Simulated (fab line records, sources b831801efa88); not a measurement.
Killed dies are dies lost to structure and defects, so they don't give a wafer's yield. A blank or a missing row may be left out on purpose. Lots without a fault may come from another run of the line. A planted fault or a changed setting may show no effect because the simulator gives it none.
Problem report in the 8D (eight disciplines) form, filled by code | flow sky130 | the parts of the form that need people (team, actions taken, sign-off) are left out

1. THE PROBLEM
oes_product_au at SKY_FIELD_ISO_ETCH_14 reads a mean of 0.901 a.u. on 2 wafers of 2 lots; wafers without a fault read 0.854 a.u. with a standard deviation of 0.0045. That is +10 standard deviations from the usual mean.
The step: etches BARC in N2/H2, stops on SiO2, time 45.9 s, target depth 60 nm.
First seen on wafer L610.1, day 4 07:58, on rie_diel-01. The record holds 35 wafers of 12 lots with a number at this step. Rule for "out", or "out of limits": more than 4 standard deviations from the usual mean. The other wafers with a number count as sound.

2. WHAT IT IS AND WHAT IT IS NOT
question                    | is               | is not
which readings at this step | oes_product_au   | drypump_motor_current_A, throttle_valve_pct
which lots                  | L610, L613       | L601, L604, L608, L614, L616, L617, L618, L619, L620, L624
which wafers of those lots  | L610.1, L613.6   | L610.4, L610.5, L613.4
read on which tools         | rie_diel-01      | rie_diel-02, rie_diel-04
when                        | from day 4 07:58 | up to then (11 sound wafers); but 22 sound wafers of L613, L614, L616, L617, L618, L619, L620, L624 came after

3. SUSPECTS, AND WHAT RULES EACH OUT
Counting: a tool at a process step up to the reading stays a suspect if it ran every lot that is out. Sound lots after the first of them don't rule it out here, since some wafers of a struck lot are sound.
- litho_track-02 at SKY_FIELD_ISO_COAT_07 (resist thk 60 nm): kept. It ran every lot that is out, first L610 (day 3 22:43); its last sound lot up to then is L604 (day 2 15:16).
- rie_diel-01 at SKY_FIELD_ISO_ETCH_14 (etches BARC in N2/H2, stops on SiO2, time 45.9 s, target depth 60 nm): kept. It ran every lot that is out, first L610 (day 4 07:58). Its own readings are out on those wafers: oes_product_au.
Left after counting: litho_track-02 at SKY_FIELD_ISO_COAT_07, rie_diel-01 at SKY_FIELD_ISO_ETCH_14.

4. THE CAUSE (what the simulator had put in)
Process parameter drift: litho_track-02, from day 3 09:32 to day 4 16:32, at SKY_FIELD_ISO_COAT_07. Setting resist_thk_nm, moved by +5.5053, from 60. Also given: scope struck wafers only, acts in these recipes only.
Counting left 2 suspects, and this tool is among them.

5. THE CHAIN OF EFFECTS, in route order
Each row: a reading whose mean over the struck wafers that have a number lies more than 3 standard deviations from the usual. Only readings for which the record gives a usual standard deviation are gone through. hours: the time from each lot's start at the first step in this table that gives one to its start at this step, as a median over the lots. sigmas: the change in usual standard deviations.
hours | step                  | reading        | usual      | on struck wafers | change | sigmas
0     | SKY_FIELD_ISO_ETCH_14 | oes_product_au | 0.854 a.u. | 0.901            | +0.047 | +10
The process steps in it:
- SKY_FIELD_ISO_ETCH_14: etches BARC in N2/H2, stops on SiO2, time 45.9 s, target depth 60 nm.
Later measuring or inspecting steps at which every struck wafer that the step has a row for has a number for every such reading, and none has moved that far: SKY_FIELD_ISO_THK_MEAS_25, SKY_SONOS_ONO_THK_MEAS_01.

6. WHAT WOULD HAVE CAUGHT IT SOONER
In this record the first reading out of limits was taken at day 4 07:58, 22 hours after the fault began at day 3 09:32.
Of the lots that are out (2), L613 began SKY_FIELD_ISO_COAT_07 on litho_track-02 after day 4 07:58. A hold on the tool at that time would have spared it.
